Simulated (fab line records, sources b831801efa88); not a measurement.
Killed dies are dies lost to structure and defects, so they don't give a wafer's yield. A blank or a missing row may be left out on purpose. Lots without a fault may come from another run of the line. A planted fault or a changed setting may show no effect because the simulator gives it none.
Chamber matching | flow sky130 | SKY_VIA3_CMP_24 on cmp-01: 4 sister chambers
The step polishes, stops on SiO2, t overpolish 20 s, target thk 0 nm. 8 wafers are shown with their chamber, then 6 later ones without.

WAFERS WITH THEIR CHAMBER
wafer  | chamber | motor_current_A (A) | overpolish_run_s (s)
L537.6 | 3       | 11.1                | 19.999
L538.1 | 3       | 10.8                | 19.997
L550.1 | 0       | 10.5                | 19.990
L550.5 | 1       | 11.9                | 20.008
L550.6 | 2       | 9.9                 | 19.990
L551.1 | 0       | 9.9                 | 19.997
L551.3 | 1       | 11.8                | 20.018
L551.6 | 2       | 10.3                | 20.021

WAFERS WITHOUT THEIR CHAMBER
wafer  | motor_current_A (A) | overpolish_run_s (s)
L556.1 | 9.8                 | 19.984
L556.4 | 10.6                | 20.020
L556.6 | 12.2                | 20.006
L557.2 | 11.1                | 20.002
L557.5 | 12.0                | 19.990
L557.6 | 10.4                | 19.990

WHICH CHAMBER EACH WENT THROUGH
wafer  | from the rows above          | in truth
L556.1 | can't be placed: 0 or 2      | 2
L556.4 | can't be placed: 2 or 3 or 0 | 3
L556.6 | 1                            | 1
L557.2 | 3                            | 3
L557.5 | can't be placed: 1 or 3      | 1
L557.6 | can't be placed: 0 or 2 or 3 | 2
Placed correctly: 2 of 6. Can't be placed from these rows: 4 (the true chamber is among the candidates in 4). Placed wrongly: 0.
How it was worked out, from the rows above alone: a wafer's distance from a chamber is the root of the sum, over the readings, of the square of ((its reading less the chamber's mean) divided by the reading's scatter). The wafer belongs to the nearest chamber; if the next one is less than 2 further off, it can't be placed. A chamber's mean is the mean of its shown wafers. The scatter: the root of (the sum of the squares of (reading less its chamber's mean) over the shown wafers, divided by (wafers less chambers)).
